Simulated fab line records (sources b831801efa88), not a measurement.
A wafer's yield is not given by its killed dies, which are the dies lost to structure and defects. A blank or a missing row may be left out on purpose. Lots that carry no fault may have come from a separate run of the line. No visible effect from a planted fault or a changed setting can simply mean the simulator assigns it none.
Check of tool commonality ; flow sky130 ; 30 wafers sampled across 10 lots

== WHAT PROMPTED THE OPENING ==
SKY_SD_P_TW_MEAS_11, reading SD_P_TW: flagged on 3 of 10 lots. Wafers without a fault read 2827, standard deviation 16.
Rule: a lot is flagged when every wafer of it that has a number lies more than 4 standard deviations from that mean, or none has a number. As for the other lots, they are considered sound.

lot;measured;on;SD_P_TW, wafer by wafer;flag
L826;day 25 05:59;film-metro-01;2846 2833 2831;
L833;day 28 04:05;film-metro-04;2608 2589 2582;FLAGGED
L834;day 28 09:58;film-metro-03;2594 2590 2594;FLAGGED
L836;day 29 02:22;film-metro-01;2608 2604 2592;FLAGGED
L841;day 30 18:28;film-metro-04;2819 2834 2832;
L844;day 31 12:10;film-metro-01;2836 2844 2837;
L843;day 31 12:49;film-metro-01;2863 2845 2852;
L845;day 31 15:41;film-metro-01;2828 2853 2837;
L847;day 32 20:50;film-metro-03;2834 2833 2835;
L849;day 33 12:22;film-metro-04;2814 2825 2817;
Average over the flagged lots: 2596; offset from the usual -231, equal to -14 standard deviations.

== LOT BY LOT: THE TOOL USED ==
The record holds 2 process steps before the reading, out of a route of 708 steps. In each cell: the tool, then ch and the chambers that the sampled wafers went through, then the start.
lot;flag;SKY_SD_P_IMPLANT_09;SKY_SD_P_STRIP_10
L826;;implanter-02 ch 0, day 25 05:44;plasma-asher-02 ch 1, day 25 05:53
L833;FLAGGED;implanter-02 ch 0, day 28 03:50;plasma-asher-02 ch 0,1, day 28 03:59
L834;FLAGGED;implanter-02 ch 0, day 28 09:44;plasma-asher-04 ch 1, day 28 09:52
L836;FLAGGED;implanter-02 ch 0, day 29 02:07;plasma-asher-03 ch 0,1, day 29 02:16
L841;;implanter-04 ch 0, day 30 18:13;plasma-asher-02 ch 0,1, day 30 18:22
L844;;implanter-02 ch 0, day 31 11:55;plasma-asher-04 ch 0,1, day 31 12:04
L843;;implanter-02 ch 0, day 31 12:34;plasma-asher-04 ch 0,1, day 31 12:43
L845;;implanter-04 ch 0, day 31 15:27;plasma-asher-02 ch 0,1, day 31 15:35
L847;;implanter-02 ch 0, day 32 20:36;plasma-asher-02 ch 0,1, day 32 20:44
L849;;implanter-04 ch 0, day 33 12:08;plasma-asher-02 ch 0,1, day 33 12:16
What the steps here do:
- SKY_SD_P_IMPLANT_09
- SKY_SD_P_STRIP_10: strips in O2/N2.
- SKY_SD_P_TW_MEAS_11

== FLAGGED OVER TOTAL, TOOL BY TOOL (the gauges that took the reading come last) ==
step;tool;lots run;flagged;share of the flagged lots;sound lots run after its first flagged lot
SKY_SD_P_IMPLANT_09;implanter-02;7;3;all;3 (L844,L843,L847)
SKY_SD_P_IMPLANT_09;implanter-04;3;0;none;-
SKY_SD_P_STRIP_10;plasma-asher-02;6;1;some;4 (L841,L845,L847,L849)
SKY_SD_P_STRIP_10;plasma-asher-03;1;1;some;0
SKY_SD_P_STRIP_10;plasma-asher-04;3;1;some;2 (L844,L843)
SKY_SD_P_TW_MEAS_11;film-metro-01;5;1;some;3 (L844,L843,L845)
SKY_SD_P_TW_MEAS_11;film-metro-03;2;1;some;1 (L847)
SKY_SD_P_TW_MEAS_11;film-metro-04;3;1;some;2 (L841,L849)

== WHAT THE TABLE ALLOWS ==
All flagged lots share 1 row of the table, namely implanter-02 at SKY_SD_P_IMPLANT_09.
- implanter-02 at SKY_SD_P_IMPLANT_09: 3 of its 7 lots flagged. After the first flagged lot (L844, L843, L847), sound lots still ran on it; a lasting fault on the whole tool would not permit that. Its own readings (beam-on-s, dose-ions-cm2) fall more than 4 standard deviations out on all wafers of the flagged lots.
None of the table's rows ran every flagged lot and, after the first, no sound lot.

== WHAT THE SIMULATOR HAD PUT IN ==
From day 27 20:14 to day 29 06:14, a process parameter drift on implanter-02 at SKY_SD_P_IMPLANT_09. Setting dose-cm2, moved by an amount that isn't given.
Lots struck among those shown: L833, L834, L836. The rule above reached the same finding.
